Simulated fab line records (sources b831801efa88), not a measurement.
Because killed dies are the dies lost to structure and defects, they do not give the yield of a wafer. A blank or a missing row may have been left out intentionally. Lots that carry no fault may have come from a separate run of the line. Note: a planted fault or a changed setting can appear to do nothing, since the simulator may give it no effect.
fab line records / flow sky130
[record] lots = 4 wafers = 12 lastDay = 49
route steps=708 shown LI_CONTACT@376 LOCAL_INTERCONNECT@387 PAD_OPEN@708
lots with no fault: from the same line, run without faults
startH: the number of hours between the record's first day and the start of the first shown wafer of the lot / waitH: hours elapsed since this lot's preceding step / " repeats the value in the row above / L1.1+2: a row that stands for several wafers / - value missing, or start not given / * or withheld: withheld / < > ~ a bound
route shown NAME@n: a module of which the file shows steps, and the number in the route of the first / usual: mean/standard deviation taken from wafers without a fault / same: alike in all rows / chamber/n: place in a boat / sites: the reading at each site / _std_site: standard deviation across them / _edge_site: the outer-site mean with the inner-site mean subtracted / radiusMm: for every site, how far away it sits from the centre of the wafer / mask NAME#n: copy n / behind: tool/chamber where the wafer was last shaped / hold: reason for holding the lot/hours on hold/outcome of the hold / device: the n, p or np transistor that did not switch / end of line: the same wafers' tests at the end of the route / for a step that has no rows: nothing shown but its recipe / killed: the dies lost at the first sort to structure and to defects; this is not the yield of the wafer / map: shows each die of a wafer: x if killed, . if not, _ if none is there
set.NAME: the setting as run; set.NAME@STEP: as run at that earlier step / model.NAME: the simulator's own value behind a step, which no gauge read
certain route steps with their lots: each step a table, each wafer a row
services: from which hour (startH, from the record's first day; less than 0 if before it) a tool's chamber was out of use, for how many hours, and why
[[steps]]
[step SKY_LI_CONTACT_ETCH_14]
[recipe] chemistry = N2/H2 target = BARC ionEnergyEv = 200 sourceW = 500 biasW = 100 pressureMtorr = 30 n2FlowSccm = 100 h2FlowSccm = 200 stopOn = SiO2 timeS = 45.9 targetDepthA = 600
[step SKY_LI_CONTACT_ETCH_15]
[recipe] target = PSG chemistry = C4F8/O2/Ar stopOn = Si taperDeg = 4.15 maskMaterial = KrF-thick sourceW = 1500 biasW = 1200 pressureMtorr = 40 c4f8FlowSccm = withheld O2_flow_sccm = 6 Ar_flow_sccm = 300 timeS = withheld targetDepthA = 6000
[step SKY_LI_CONTACT_STRIP_16]
[recipe] chemistry = O2/N2 powerW = 1400 pressureMtorr = 1500 platenTempC = withheld o2FlowSccm = 3000 n2FlowSccm = 300 overashFraction = 0.5
[step SKY_LI_CONTACT_CLEAN_17]
[recipe] chemistry = NMP timeS = 600 tempC = 60 dry = n2Spin
[step SKY_LI_CONTACT_PRE_CLEAN_18]
[recipe] gas = Ar timeS = 5.6 biasV = 358
[step SKY_LI_CONTACT_SPUTTER_19]
[recipe] material = Ti targetThkNm = 20 chamberPressurePa = 5 powerW = 2500 substrateTempC = 200 timeS = 106.37
[step SKY_LI_CONTACT_SPUTTER_20]
[recipe] material = TiN targetThkNm = 20 chamberPressurePa = 5 powerW = 4000 timeS = 80
[step SKY_LI_CONTACT_CVD_21]
[recipe] material = W targetThkNm = 400 timeS = 120.56 tempC = 400 pressureTorr = 40
[step SKY_LI_CONTACT_CMP_24]
[recipe] stopOn = PSG tOverpolishS = 20 downForcePsi = 3.5 platenRpm = 60 targetThkNm = 0 padVelocityMS = 0.94248
[step SKY_LOCAL_INTERCONNECT_SPUTTER_00]
[recipe] material = TiN targetThkNm = 100 tempC = 300 powerW = 6500 timeS = 83.3 chamberPressurePa = 0.4
[usual] chamberPressurePa = 0.4000/0.00086 throttleValvePct = 30.3/1.2
lot.wafer=L249.3 tool=pvdSputter-01 chamber=- startH=746.43 waitH=0.2 chamberPressurePa=0.4001 throttleValvePct=28.8 model.TiN_of_LOCAL_INTERCONNECT_SPUTTER_00.thkNm=100.1
lot.wafer=L249.5 tool=pvdSputter-01 chamber=- startH=746.43 waitH=0.2 chamberPressurePa=0.3991 throttleValvePct=30.3 model.TiN_of_LOCAL_INTERCONNECT_SPUTTER_00.thkNm=100.5
lot.wafer=L249.6 tool=pvdSputter-01 chamber=- startH=746.43 waitH=0.2 chamberPressurePa=0.3988 throttleValvePct=31.5 model.TiN_of_LOCAL_INTERCONNECT_SPUTTER_00.thkNm=101.1
lot.wafer=L256.1 tool=pvdSputter-01 chamber=- startH=804.80 waitH=0.2 chamberPressurePa=0.4691 throttleValvePct=28.6 model.TiN_of_LOCAL_INTERCONNECT_SPUTTER_00.thkNm=97.1
lot.wafer=L256.2 tool=pvdSputter-01 chamber=- startH=804.80 waitH=0.2 chamberPressurePa=0.4691 throttleValvePct=29.2 model.TiN_of_LOCAL_INTERCONNECT_SPUTTER_00.thkNm=97.15
lot.wafer=L256.4 tool=pvdSputter-01 chamber=- startH=804.80 waitH=0.2 chamberPressurePa=0.4688 throttleValvePct=27.8 model.TiN_of_LOCAL_INTERCONNECT_SPUTTER_00.thkNm=97.53
lot.wafer=L257.1 tool=pvdSputter-01 chamber=- startH=806.83 waitH=0.2 chamberPressurePa=0.4692 throttleValvePct=26.3 model.TiN_of_LOCAL_INTERCONNECT_SPUTTER_00.thkNm=97.43
lot.wafer=L257.3 tool=pvdSputter-01 chamber=- startH=806.83 waitH=0.2 chamberPressurePa=0.4701 throttleValvePct=28.7 model.TiN_of_LOCAL_INTERCONNECT_SPUTTER_00.thkNm=97.46
lot.wafer=L257.5 tool=pvdSputter-01 chamber=- startH=806.83 waitH=0.2 chamberPressurePa=0.4687 throttleValvePct=26.7 model.TiN_of_LOCAL_INTERCONNECT_SPUTTER_00.thkNm=97.17
lot.wafer=L259.1 tool=pvdSputter-04 chamber=- startH=830.57 waitH=0.1 chamberPressurePa=0.3994 throttleValvePct=28.9 model.TiN_of_LOCAL_INTERCONNECT_SPUTTER_00.thkNm=100.7
lot.wafer=L259.3 tool=pvdSputter-04 chamber=- startH=830.57 waitH=0.1 chamberPressurePa=0.3990 throttleValvePct=30.7 model.TiN_of_LOCAL_INTERCONNECT_SPUTTER_00.thkNm=99.44
lot.wafer=L259.5 tool=pvdSputter-04 chamber=- startH=830.57 waitH=0.1 chamberPressurePa=0.4014 throttleValvePct=28.5 model.TiN_of_LOCAL_INTERCONNECT_SPUTTER_00.thkNm=100.2
[step SKY_LOCAL_INTERCONNECT_RS_MEAS_01]
[recipe] thkMeasGauge = four-point-probe reads = TiN_of_LOCAL_INTERCONNECT_SPUTTER_00
[usual] LOCAL_INTERCONNECT_TIN_RS = 14.16/0.14
lot.wafer=L249.3 tool=filmMetro-02 chamber=- startH=746.54 waitH=0.1 LOCAL_INTERCONNECT_TIN_RS[ohm/sq]=14.13
lot.wafer=L249.5 tool=filmMetro-02 chamber=- startH=746.54 waitH=0.1 LOCAL_INTERCONNECT_TIN_RS[ohm/sq]=14.08
lot.wafer=L249.6 tool=filmMetro-02 chamber=- startH=746.54 waitH=0.1 LOCAL_INTERCONNECT_TIN_RS[ohm/sq]=14.00
lot.wafer=L256.1 tool=filmMetro-02 chamber=- startH=804.86 waitH=0.0 LOCAL_INTERCONNECT_TIN_RS[ohm/sq]=14.57
lot.wafer=L256.2 tool=filmMetro-02 chamber=- startH=804.86 waitH=0.0 LOCAL_INTERCONNECT_TIN_RS[ohm/sq]=14.54
lot.wafer=L256.4 tool=filmMetro-02 chamber=- startH=804.86 waitH=0.0 LOCAL_INTERCONNECT_TIN_RS[ohm/sq]=14.49
lot.wafer=L257.1 tool=filmMetro-01 chamber=- startH=806.89 waitH=0.0 LOCAL_INTERCONNECT_TIN_RS[ohm/sq]=14.56
lot.wafer=L257.3 tool=filmMetro-01 chamber=- startH=806.89 waitH=0.0 LOCAL_INTERCONNECT_TIN_RS[ohm/sq]=14.53
lot.wafer=L257.5 tool=filmMetro-01 chamber=- startH=806.89 waitH=0.0 LOCAL_INTERCONNECT_TIN_RS[ohm/sq]=14.55
lot.wafer=L259.1 tool=filmMetro-04 chamber=- startH=830.64 waitH=0.0 LOCAL_INTERCONNECT_TIN_RS[ohm/sq]=14.08
lot.wafer=L259.3 tool=filmMetro-04 chamber=- startH=830.64 waitH=0.0 LOCAL_INTERCONNECT_TIN_RS[ohm/sq]=14.26
lot.wafer=L259.5 tool=filmMetro-04 chamber=- startH=830.64 waitH=0.0 LOCAL_INTERCONNECT_TIN_RS[ohm/sq]=14.09
[step SKY_LOCAL_INTERCONNECT_DEHYDRATE_03]
[recipe] tempC = 200 timeS = 60
[step SKY_LOCAL_INTERCONNECT_HMDS_04]
[recipe] primeTimeS = 60 primeTempC = 120
[step SKY_LOCAL_INTERCONNECT_COAT_05]
[recipe] resist = BARC tempC = withheld timeS = withheld spinRpm = 3000 resistThkNm = 60
[step SKY_LOCAL_INTERCONNECT_COAT_06]
[recipe] resist = KrF-thick spinRpm = 3000 resistThkNm = 450
[step SKY_LOCAL_INTERCONNECT_SOFTBAKE_07]
[recipe] tempC = 100 timeS = 90 resist = KrF-thick
[step SKY_LOCAL_INTERCONNECT_EXPOSE_08]
[recipe] maskId = LI1M na = 0.8 sourceShape = annular sigmaInner = 0.55 sigmaOuter = 0.85 targetCdNm = 170 doseMj = 28
[step SKY_LOCAL_INTERCONNECT_PEB_09]
[recipe] pebTempC = withheld pebTimeS = withheld resist = KrF-thick
[step SKY_LOCAL_INTERCONNECT_DEVELOP_10]
[recipe] developTimeS = 60 resist = KrF-thick devTempC = 21
[step SKY_LOCAL_INTERCONNECT_ETCH_13]
[recipe] chemistry = N2/H2 target = BARC ionEnergyEv = 200 biasW = 100 pressureMtorr = 30 n2FlowSccm = 100 h2FlowSccm = 200 icpW = 500 stopOn = SiO2 timeS = 45.9 targetDepthA = 600
[step SKY_LOCAL_INTERCONNECT_METAL_ETCH_14]
[recipe] targetDepthNm = 110 stopOn = PSG chemistry = Cl2/BCl3 target = TiN resistSidewallDeg = 88 pressureMtorr = 10 icpW = 900 biasW = 48.5 Cl2_flow_sccm = 60 bcl3FlowSccm = 30 timeS = 31.4
[usual] biasW = 48.51/0.14 chamberPressureMTorr = 10.000/0.01 drypumpMotorCurrentA = 5.7/0.34 oesProductAu = 0.941/0.007 rfFwdPowerW = 891/3 throttleValvePct = 21.901/0.0095
lot.wafer=L249.3 tool=rieMetal-02 chamber=0 startH=774.65 waitH=0.0 biasW=48.52 chamberPressureMTorr=10.004 drypumpMotorCurrentA=5.7 oesProductAu=0.942 rfFwdPowerW=890 rfHoursCounterH=- throttleValvePct=21.894 model.etch.depthNm=100.1 model.LOCAL_INTERCONNECT.featureDepthNm=100.1
lot.wafer=L249.5 tool=rieMetal-02 chamber=1 startH=774.65 waitH=0.0 biasW=48.28 chamberPressureMTorr=9.998 drypumpMotorCurrentA=5.8 oesProductAu=0.945 rfFwdPowerW=892 rfHoursCounterH=- throttleValvePct=21.890 model.etch.depthNm=100.5 model.LOCAL_INTERCONNECT.featureDepthNm=100.5
lot.wafer=L249.6 tool=rieMetal-02 chamber=0 startH=774.65 waitH=0.0 biasW=48.49 chamberPressureMTorr=10.006 drypumpMotorCurrentA=5.7 oesProductAu=0.947 rfFwdPowerW=891 rfHoursCounterH=- throttleValvePct=21.882 model.etch.depthNm=101.1 model.LOCAL_INTERCONNECT.featureDepthNm=101.1
lot.wafer=L256.1 tool=rieMetal-02 chamber=1 startH=831.76 waitH=0.0 biasW=48.52 chamberPressureMTorr=9.986 drypumpMotorCurrentA=5.9 oesProductAu=0.931 rfFwdPowerW=891 rfHoursCounterH=6 throttleValvePct=21.918 model.etch.depthNm=97.1 model.LOCAL_INTERCONNECT.featureDepthNm=97.1
lot.wafer=L256.2 tool=rieMetal-02 chamber=0 startH=831.76 waitH=0.0 biasW=48.62 chamberPressureMTorr=9.992 drypumpMotorCurrentA=5.7 oesProductAu=0.925 rfFwdPowerW=896 rfHoursCounterH=15 throttleValvePct=21.923 model.etch.depthNm=97.15 model.LOCAL_INTERCONNECT.featureDepthNm=97.15
lot.wafer=L256.4 tool=rieMetal-02 chamber=0 startH=831.76 waitH=0.0 biasW=48.62 chamberPressureMTorr=9.998 drypumpMotorCurrentA=5.8 oesProductAu=0.932 rfFwdPowerW=896 rfHoursCounterH=- throttleValvePct=21.922 model.etch.depthNm=97.53 model.LOCAL_INTERCONNECT.featureDepthNm=97.53
lot.wafer=L257.1 tool=rieMetal-03 chamber=0 startH=833.88 waitH=0.0 biasW=48.42 chamberPressureMTorr=10.008 drypumpMotorCurrentA=5.7 oesProductAu=0.912 rfFwdPowerW=888 rfHoursCounterH=15 throttleValvePct=21.910 model.etch.depthNm=97.43 model.LOCAL_INTERCONNECT.featureDepthNm=97.43
lot.wafer=L257.3 tool=rieMetal-03 chamber=0 startH=833.88 waitH=0.0 biasW=48.60 chamberPressureMTorr=10.005 drypumpMotorCurrentA=5.7 oesProductAu=0.927 rfFwdPowerW=889 rfHoursCounterH=- throttleValvePct=21.900 model.etch.depthNm=97.46 model.LOCAL_INTERCONNECT.featureDepthNm=97.46
lot.wafer=L257.5 tool=rieMetal-03 chamber=0 startH=833.88 waitH=0.0 biasW=48.36 chamberPressureMTorr=9.976 drypumpMotorCurrentA=5.6 oesProductAu=0.931 rfFwdPowerW=890 rfHoursCounterH=- throttleValvePct=21.916 model.etch.depthNm=97.17 model.LOCAL_INTERCONNECT.featureDepthNm=97.17
lot.wafer=L259.1 tool=rieMetal-02 chamber=1 startH=855.63 waitH=0.0 biasW=48.60 chamberPressureMTorr=9.982 drypumpMotorCurrentA=5.9 oesProductAu=0.951 rfFwdPowerW=886 rfHoursCounterH=7 throttleValvePct=21.905 model.etch.depthNm=100.7 model.LOCAL_INTERCONNECT.featureDepthNm=100.7
lot.wafer=L259.3 tool=rieMetal-02 chamber=1 startH=855.63 waitH=0.0 biasW=48.39 chamberPressureMTorr=10.000 drypumpMotorCurrentA=5.9 oesProductAu=0.938 rfFwdPowerW=889 rfHoursCounterH=- throttleValvePct=21.895 model.etch.depthNm=99.44 model.LOCAL_INTERCONNECT.featureDepthNm=99.44
lot.wafer=L259.5 tool=rieMetal-02 chamber=1 startH=855.63 waitH=0.0 biasW=48.31 chamberPressureMTorr=10.005 drypumpMotorCurrentA=5.9 oesProductAu=0.939 rfFwdPowerW=884 rfHoursCounterH=- throttleValvePct=21.893 model.etch.depthNm=100.2 model.LOCAL_INTERCONNECT.featureDepthNm=100.2
[step SKY_LOCAL_INTERCONNECT_STRIP_15]
[recipe] chemistry = O2/N2 powerW = 1400 pressureMtorr = 1500 platenTempC = withheld o2FlowSccm = 3000 n2FlowSccm = 300 overashFraction = 0.5
[step SKY_LOCAL_INTERCONNECT_STRIP_16]
[recipe] chemistry = postEtchResidueRemover timeS = 1200 tempC = 72.5
lot.wafer=L249.3 tool=wetBench-02 chamber=1 startH=774.78 waitH=0.0 model.TiN_of_LOCAL_INTERCONNECT_SPUTTER_00.thkNm=99.68
lot.wafer=L249.5 tool=wetBench-02 chamber=1 startH=774.78 waitH=0.0 model.TiN_of_LOCAL_INTERCONNECT_SPUTTER_00.thkNm=100.1
lot.wafer=L249.6 tool=wetBench-02 chamber=1 startH=774.78 waitH=0.0 model.TiN_of_LOCAL_INTERCONNECT_SPUTTER_00.thkNm=100.7
lot.wafer=L256.1 tool=wetBench-04 chamber=1 startH=831.91 waitH=0.1 model.TiN_of_LOCAL_INTERCONNECT_SPUTTER_00.thkNm=96.68
lot.wafer=L256.2 tool=wetBench-04 chamber=1 startH=831.91 waitH=0.1 model.TiN_of_LOCAL_INTERCONNECT_SPUTTER_00.thkNm=96.73
lot.wafer=L256.4 tool=wetBench-04 chamber=1 startH=831.91 waitH=0.1 model.TiN_of_LOCAL_INTERCONNECT_SPUTTER_00.thkNm=97.11
lot.wafer=L257.1 tool=wetBench-02 chamber=3 startH=834.03 waitH=0.1 model.TiN_of_LOCAL_INTERCONNECT_SPUTTER_00.thkNm=97.02
lot.wafer=L257.3 tool=wetBench-02 chamber=3 startH=834.03 waitH=0.1 model.TiN_of_LOCAL_INTERCONNECT_SPUTTER_00.thkNm=97.04
lot.wafer=L257.5 tool=wetBench-02 chamber=3 startH=834.03 waitH=0.1 model.TiN_of_LOCAL_INTERCONNECT_SPUTTER_00.thkNm=96.75
lot.wafer=L259.1 tool=wetBench-01 chamber=2 startH=855.78 waitH=0.1 model.TiN_of_LOCAL_INTERCONNECT_SPUTTER_00.thkNm=100.3
lot.wafer=L259.3 tool=wetBench-01 chamber=2 startH=855.78 waitH=0.1 model.TiN_of_LOCAL_INTERCONNECT_SPUTTER_00.thkNm=99.03
lot.wafer=L259.5 tool=wetBench-01 chamber=2 startH=855.78 waitH=0.1 model.TiN_of_LOCAL_INTERCONNECT_SPUTTER_00.thkNm=99.82
[step SKY_LOCAL_INTERCONNECT_CLEAN_17]
[recipe] chemistry = IPA timeS = 180 tempC = 25
[step SKY_PAD_OPEN_PROBE_99]
[usual] killed_at_M0_to_M3 = 43/6.8 killed_at_M4_up = 3.2/1.8 killedAtContacts = 24/5.2 killedAtFrontEnd = 15/4.2 killedAtOther = 0.4/0.62 killedDies = 85/8.7 killedOpen = 46/6.7 killedShort = 39/5.9
[same] grossDies = 492 killedAtBackSide = 0
lot.wafer=L249.3 tool=prober-01 chamber=- startH=1124.96 waitH=0.2 killed_at_M0_to_M3=33 killed_at_M4_up=2 killedAtContacts=24 killedAtFrontEnd=10 killedAtOther=0 killedDies=69 killedOpen=35 killedShort=34 model.etest.resLi.lineOhmUm=75.24 model.etest.resLi.rsOhmSq=12.78
lot.wafer=L249.5 tool=prober-01 chamber=- startH=1125.06 waitH=0.2 killed_at_M0_to_M3=34 killed_at_M4_up=5 killedAtContacts=23 killedAtFrontEnd=16 killedAtOther=0 killedDies=78 killedOpen=46 killedShort=32 model.etest.resLi.lineOhmUm=74.93 model.etest.resLi.rsOhmSq=12.72
lot.wafer=L249.6 tool=prober-01 chamber=- startH=1125.11 waitH=0.2 killed_at_M0_to_M3=45 killed_at_M4_up=5 killedAtContacts=28 killedAtFrontEnd=4 killedAtOther=0 killedDies=82 killedOpen=53 killedShort=29 model.etest.resLi.lineOhmUm=74.02 model.etest.resLi.rsOhmSq=12.61
lot.wafer=L256.1 tool=prober-02 chamber=- startH=1163.92 waitH=0.1 killed_at_M0_to_M3=41 killed_at_M4_up=1 killedAtContacts=20 killedAtFrontEnd=22 killedAtOther=0 killedDies=84 killedOpen=46 killedShort=38 model.etest.resLi.lineOhmUm=77.45 model.etest.resLi.rsOhmSq=13.16
lot.wafer=L256.2 tool=prober-02 chamber=- startH=1163.97 waitH=0.1 killed_at_M0_to_M3=46 killed_at_M4_up=4 killedAtContacts=23 killedAtFrontEnd=22 killedAtOther=0 killedDies=95 killedOpen=56 killedShort=39 model.etest.resLi.lineOhmUm=77.93 model.etest.resLi.rsOhmSq=13.13
lot.wafer=L256.4 tool=prober-02 chamber=- startH=1164.07 waitH=0.2 killed_at_M0_to_M3=45 killed_at_M4_up=3 killedAtContacts=26 killedAtFrontEnd=20 killedAtOther=0 killedDies=94 killedOpen=47 killedShort=47 model.etest.resLi.lineOhmUm=76.73 model.etest.resLi.rsOhmSq=13.14
lot.wafer=L257.1 tool=prober-01 chamber=- startH=1166.31 waitH=0.1 killed_at_M0_to_M3=34 killed_at_M4_up=3 killedAtContacts=19 killedAtFrontEnd=14 killedAtOther=0 killedDies=70 killedOpen=32 killedShort=38 model.etest.resLi.lineOhmUm=77.32 model.etest.resLi.rsOhmSq=13.12
lot.wafer=L257.3 tool=prober-01 chamber=- startH=1166.41 waitH=0.2 killed_at_M0_to_M3=47 killed_at_M4_up=2 killedAtContacts=35 killedAtFrontEnd=15 killedAtOther=0 killedDies=99 killedOpen=55 killedShort=44 model.etest.resLi.lineOhmUm=77.21 model.etest.resLi.rsOhmSq=13.04
lot.wafer=L257.5 tool=prober-01 chamber=- startH=1166.51 waitH=0.2 killed_at_M0_to_M3=46 killed_at_M4_up=1 killedAtContacts=22 killedAtFrontEnd=14 killedAtOther=1 killedDies=84 killedOpen=53 killedShort=30 model.etest.resLi.lineOhmUm=77.89 model.etest.resLi.rsOhmSq=13.2
lot.wafer=L259.1 tool=prober-01 chamber=- startH=1181.44 waitH=0.1 killed_at_M0_to_M3=45 killed_at_M4_up=4 killedAtContacts=20 killedAtFrontEnd=17 killedAtOther=0 killedDies=86 killedOpen=36 killedShort=50 model.etest.resLi.lineOhmUm=74.89 model.etest.resLi.rsOhmSq=12.73
lot.wafer=L259.3 tool=prober-01 chamber=- startH=1181.54 waitH=0.2 killed_at_M0_to_M3=33 killed_at_M4_up=2 killedAtContacts=26 killedAtFrontEnd=20 killedAtOther=0 killedDies=81 killedOpen=41 killedShort=40 model.etest.resLi.lineOhmUm=75.91 model.etest.resLi.rsOhmSq=12.87
lot.wafer=L259.5 tool=prober-01 chamber=- startH=1181.64 waitH=0.2 killed_at_M0_to_M3=34 killed_at_M4_up=1 killedAtContacts=24 killedAtFrontEnd=13 killedAtOther=1 killedDies=73 killedOpen=42 killedShort=31 model.etest.resLi.lineOhmUm=75.35 model.etest.resLi.rsOhmSq=12.74
// killed by level:class
L249.3 LOCAL_INTERCONNECT:geometricParticle:short=8 VIA1:geometricParticle:open=6 LI_CONTACT:geometricParticle:open=6 METAL1:geometricParticle:short=6 VIA3:geometricParticle:open=6 CONTACT:geometricParticle:open=5 METAL2:geometricParticle:short=4 FIELD_ISO:geometricParticle:short=3
L249.5 LI_CONTACT:geometricParticle:open=9 FIELD_ISO:geometricParticle:open=7 VIA1:geometricParticle:open=7 VIA2:geometricParticle:open=7 CONTACT:geometricParticle:open=4 METAL1:geometricParticle:short=4 VIA1:geometricParticle:short=4 CONTACT:geometricParticle:short=3
L249.6 VIA1:geometricParticle:open=17 CONTACT:geometricParticle:open=14 METAL1:geometricParticle:short=8 VIA2:geometricParticle:open=7 LI_CONTACT:geometricParticle:open=5 LOCAL_INTERCONNECT:geometricParticle:short=4 VIA1:geometricParticle:short=4 METAL4:geometricParticle:short=4
L256.1 VIA1:geometricParticle:open=12 CONTACT:geometricParticle:open=11 METAL2:geometricParticle:short=9 FIELD_ISO:geometricParticle:open=7 POLY_GATE:geometricParticle:short=6 FIELD_ISO:geometricParticle:short=5 CONTACT:geometricParticle:short=4 METAL1:geometricParticle:open=4
L256.2 VIA2:geometricParticle:open=10 VIA3:geometricParticle:open=10 VIA1:geometricParticle:open=10 CONTACT:geometricParticle:open=9 FIELD_ISO:geometricParticle:short=7 LI_CONTACT:geometricParticle:open=5 POLY_GATE:geometricParticle:short=5 FIELD_ISO:geometricParticle:open=4
L256.4 CONTACT:geometricParticle:open=9 LOCAL_INTERCONNECT:geometricParticle:short=8 VIA2:geometricParticle:open=8 FIELD_ISO:geometricParticle:short=7 METAL1:geometricParticle:short=7 VIA1:geometricParticle:open=7 FIELD_ISO:geometricParticle:open=5 METAL2:geometricParticle:open=5
L257.1 LI_CONTACT:geometricParticle:open=7 VIA2:geometricParticle:open=6 SPACER:geometricParticle:short=5 CONTACT:geometricParticle:short=5 METAL1:geometricParticle:short=5 VIA1:geometricParticle:short=5 POLY_GATE:geometricParticle:short=4 CONTACT:geometricParticle:open=4
L257.3 CONTACT:geometricParticle:open=13 VIA1:geometricParticle:open=12 CONTACT:geometricParticle:short=9 VIA3:geometricParticle:open=8 METAL2:geometricParticle:short=7 LI_CONTACT:geometricParticle:open=6 METAL1:geometricParticle:short=6 VIA2:geometricParticle:open=6
L257.5 VIA1:geometricParticle:open=13 CONTACT:geometricParticle:open=9 VIA2:geometricParticle:open=8 VIA3:geometricParticle:open=7 FIELD_ISO:geometricParticle:short=6 CONTACT:geometricParticle:short=5 LI_CONTACT:geometricParticle:open=4 FIELD_ISO:geometricParticle:open=3
L259.1 METAL1:geometricParticle:short=10 VIA1:geometricParticle:open=9 METAL2:geometricParticle:short=7 LOCAL_INTERCONNECT:geometricParticle:short=6 CONTACT:geometricParticle:open=6 VIA3:geometricParticle:short=6 SPACER:geometricParticle:open=5 VIA1:geometricParticle:short=5
L259.3 VIA1:geometricParticle:open=8 FIELD_ISO:geometricParticle:short=7 METAL1:geometricParticle:short=7 LI_CONTACT:geometricParticle:open=7 CONTACT:geometricParticle:open=7 FIELD_ISO:geometricParticle:open=6 CONTACT:geometricParticle:short=6 LOCAL_INTERCONNECT:geometricParticle:short=4
L259.5 CONTACT:geometricParticle:open=13 VIA3:geometricParticle:open=8 VIA2:geometricParticle:open=5 CONTACT:geometricParticle:short=4 VIA1:geometricParticle:open=4 METAL1:geometricParticle:short=4 METAL2:geometricParticle:short=4 FIELD_ISO:geometricParticle:short=3
[[services]]
tool=pvdSputter-04 chamber=- startH=744.67 hours=6.1 kind=repair
tool=pvdSputter-01 chamber=- startH=756.17 hours=3.5 kind=repair
tool=rieMetal-03 chamber=1 startH=789.67 hours=1.2 kind=repair
tool=pvdSputter-04 chamber=1 startH=803.50 hours=- kind=consumableReplace:kit
tool=pvdSputter-04 chamber=1 startH=803.50 hours=18.0 kind=scheduledDown
tool=pvdSputter-04 chamber=1 startH=803.50 hours=18.0 kind=ventCycle
tool=wetBench-02 chamber=- startH=840.00 hours=1.9 kind=pm
tool=pvdSputter-01 chamber=0 startH=846.46 hours=- kind=consumableReplace:kit
tool=pvdSputter-01 chamber=0 startH=846.46 hours=18.0 kind=scheduledDown
tool=pvdSputter-01 chamber=0 startH=846.46 hours=18.0 kind=ventCycle
tool=rieMetal-03 chamber=- startH=847.04 hours=1.2 kind=repair
[[key]]
[firstSign] step = SKY_LOCAL_INTERCONNECT_SPUTTER_00 reading = chamberPressurePa direction = up sigmas = 80 usual = 0.4000 struck = 0.4692
[effect] step = SKY_LOCAL_INTERCONNECT_SPUTTER_00 reading = throttleValvePct direction = down sigmas = 2 usual = 30.3 struck = 27.9 wafersMoved = 3
[effect] step = SKY_LOCAL_INTERCONNECT_RS_MEAS_01 reading = LOCAL_INTERCONNECT_TIN_RS direction = up sigmas = 2.8 usual = 14.16 struck = 14.54
[modelEffect] step = SKY_LOCAL_INTERCONNECT_SPUTTER_00 value = TiN_of_LOCAL_INTERCONNECT_SPUTTER_00.thkNm without = 99.82 struck = 97.31
[modelEffect] step = SKY_LOCAL_INTERCONNECT_METAL_ETCH_14 value = etch.depthNm without = 99.82 struck = 97.31
[modelEffect] step = SKY_LOCAL_INTERCONNECT_STRIP_16 value = TiN_of_LOCAL_INTERCONNECT_SPUTTER_00.thkNm without = 99.4 struck = 96.89
[modelEffect] step = SKY_PAD_OPEN_PROBE_99 value = etest.resLi.lineOhmUm without = 75.47 struck = 77.42
metAt SKY_LOCAL_INTERCONNECT_SPUTTER_00
struckWafers L256.1,L256.2,L256.4,L257.1,L257.3,L257.5
testerLeftOut L256,L257
onsetBetween 746.43 804.80
[fault] kind = processParameterDrift tool = pvdSputter-01 chamber = - onsetH = 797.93 steps = SKY_LOCAL_INTERCONNECT_SPUTTER_00 channel = chamberPressurePa offset = 0.069463 shape = step endH = 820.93 actsIn = theseRecipesOnly stated = 0.4
// testerLeftOut: of these lots the tester's yield and bins aren't shown, on N5 and GAA mostly nor the transistor test; their killed dies are dies lost to structure and defects alone, not to doping, threshold or leakage, so they don't give the yield
